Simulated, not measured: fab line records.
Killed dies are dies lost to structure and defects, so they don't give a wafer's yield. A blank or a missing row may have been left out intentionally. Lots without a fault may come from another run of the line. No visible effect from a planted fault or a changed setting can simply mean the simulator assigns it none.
Which tool is to blame? || flow sky130 || Sampling: 6 lots, 18 wafers, 4 of 708 route steps

== WHAT THE GAUGES READ, wafer by wafer ==
SKY_PASSIVATION_THK_MEAS_01.
{"lot": "L472", "measured": "day 43 23:11", "on": "film-metro-01", "PASSIVATION_CVD_00_THK (nm)": "88.5 89.2 91.3"}
{"lot": "L474", "measured": "day 45 08:50", "on": "film-metro-03", "PASSIVATION_CVD_00_THK (nm)": "90.1 91.3 91.3"}
{"lot": "L476", "measured": "day 47 05:44", "on": "film-metro-01", "PASSIVATION_CVD_00_THK (nm)": "91.7 91.2 90.4"}
{"lot": "L477", "measured": "day 47 09:40", "on": "film-metro-03", "PASSIVATION_CVD_00_THK (nm)": "88.8 89.2 90.6"}
{"lot": "L489", "measured": "day 48 13:50", "on": "film-metro-04", "PASSIVATION_CVD_00_THK (nm)": "89.1 88.8 88.7"}
{"lot": "L493", "measured": "day 49 21:35", "on": "film-metro-04", "PASSIVATION_CVD_00_THK (nm)": "90.6 91.4 90.9"}

== TOOL THAT RAN EACH LOT (tool first, then ch and the chambers of the sampled wafers, then the start) ==
{"lot": "L472", "SKY_METAL4_SPUTTER_04": "pvd-sputter-04, day 39 19:10", "SKY_VIA4_STRIP_13": "plasma-asher-04 ch 0,1, day 42 21:29", "SKY_METAL5_SPUTTER_03": "pvd-sputter-04, day 42 22:52"}
{"lot": "L474", "SKY_METAL4_SPUTTER_04": "pvd-sputter-01, day 41 08:35", "SKY_VIA4_STRIP_13": "plasma-asher-02 ch 0,1, day 44 08:07", "SKY_METAL5_SPUTTER_03": "pvd-sputter-04, day 44 09:30"}
{"lot": "L476", "SKY_METAL4_SPUTTER_04": "pvd-sputter-01, day 43 13:22", "SKY_VIA4_STRIP_13": "plasma-asher-04 ch 1, day 46 08:22", "SKY_METAL5_SPUTTER_03": "pvd-sputter-04, day 46 09:47"}
{"lot": "L477", "SKY_METAL4_SPUTTER_04": "pvd-sputter-04, day 43 17:02", "SKY_VIA4_STRIP_13": "plasma-asher-04 ch 0,1, day 46 11:58", "SKY_METAL5_SPUTTER_03": "pvd-sputter-03, day 46 13:21"}
{"lot": "L489", "SKY_METAL4_SPUTTER_04": "pvd-sputter-04, day 44 22:10", "SKY_VIA4_STRIP_13": "plasma-asher-01 ch 0,1, day 47 14:33", "SKY_METAL5_SPUTTER_03": "pvd-sputter-04, day 47 15:56"}
{"lot": "L493", "SKY_METAL4_SPUTTER_04": "pvd-sputter-02, day 46 13:33", "SKY_VIA4_STRIP_13": "plasma-asher-04 ch 0,1, day 49 01:49", "SKY_METAL5_SPUTTER_03": "pvd-sputter-03, day 49 03:13"}
- SKY_METAL4_SPUTTER_04: material TiN, target thk 70 nm, time 58.3 s.
- SKY_VIA4_STRIP_13: strips in O2/N2.
- SKY_METAL5_SPUTTER_03: material Ti, target thk 5 nm, time 3.3 s.

== THE ANSWER, worked out from the rows above alone ==
Rule: usual is defined by the lots themselves. The widest of any qualifying gaps counts: lots, ordered by their means at a reading, are off when they make up no more than a third of the lots, leave a main group of 4 or more, and stand apart from it by 3 or more times the standard deviation of that group's means. A main group whose means are all the same, to the digits that the tables above print for the reading, isn't used. Also off: a lot with no number at a reading for which 4 or more lots have one. Where the step has rows for the other lots, those lots are counted as sound.
No lot is off at any reading shown: from this, nothing can be told.

== WHAT WAS PUT IN BY THE SIMULATOR ==
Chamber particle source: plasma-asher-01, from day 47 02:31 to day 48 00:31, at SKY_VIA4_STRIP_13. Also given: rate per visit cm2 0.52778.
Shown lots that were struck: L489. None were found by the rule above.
